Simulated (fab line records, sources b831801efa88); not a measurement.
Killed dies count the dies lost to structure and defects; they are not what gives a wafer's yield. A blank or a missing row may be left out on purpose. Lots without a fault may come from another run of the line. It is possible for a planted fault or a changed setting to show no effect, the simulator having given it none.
Which tool was responsible? + flow gf180mcu + 6 lots, 18 wafers sampled, at 2 steps of a route of 602

WHAT EACH GAUGE READ, for each wafer
GF_V1_THK_MEAS_01.
| lot  | measured     | on           | V1_CVD_00_THK (nm) |
|------|--------------|--------------|--------------------|
| L765 | day 17 17:09 | filmMetro-01 | 594 595 593        |
| L767 | day 18 09:38 | filmMetro-01 | 607 605 602        |
| L772 | day 20 04:33 | filmMetro-02 | 301 305 295        |
| L780 | day 23 02:44 | filmMetro-04 | 604 607 605        |
| L784 | day 24 09:50 | filmMetro-02 | 605 596 590        |
| L786 | day 25 01:58 | filmMetro-02 | 603 609 607        |

WHAT TOOL EACH LOT RAN ON (gives the tool, then ch and the chambers of the sampled wafers, and finally the start)
| lot  | GF_V1_CVD_00                     |
|------|----------------------------------|
| L765 | hdpcvd-01 ch 0,1, day 17 17:05   |
| L767 | hdpcvd-02 ch 1,2, day 18 09:34   |
| L772 | hdpcvd-01 ch 1,2, day 20 04:28   |
| L780 | hdpcvd-02 ch 0,1, day 23 02:40   |
| L784 | hdpcvd-02 ch 0,1, day 24 09:46   |
| L786 | hdpcvd-01 ch 0,1,2, day 25 01:53 |
- GF_V1_CVD_00: deposits SiO2, target thk 600 nm, time 100 s.

THE ANSWER, worked out from the rows above alone
Rule: the lots themselves supply what counts as usual. Put in order of their means at a reading, lots are off if they are a third of the lots or fewer, leave a main group of 4 or more, and stand apart from it by a gap of 3 or more times the standard deviation of the main group's means; of several such gaps the widest counts. A main group is skipped when, at the precision printed for the reading in the tables above, its means are all equal. A lot without any number at a reading at which 4 lots or more have one is off too. All remaining lots with rows at the step are treated as sound.
Off: L772, seen at GF_V1_THK_MEAS_01 (V1_CVD_00_THK). Main group: mean 601 nm, sd 5.
If a tool, at a process step before that reading, ran all the lots that are off and no sound lot after the first of them, it fits. Gauges at GF_V1_THK_MEAS_01: tried the same way as those tools. Of those tried, none fits.

WHAT HAD BEEN PUT IN BY THE SIMULATOR
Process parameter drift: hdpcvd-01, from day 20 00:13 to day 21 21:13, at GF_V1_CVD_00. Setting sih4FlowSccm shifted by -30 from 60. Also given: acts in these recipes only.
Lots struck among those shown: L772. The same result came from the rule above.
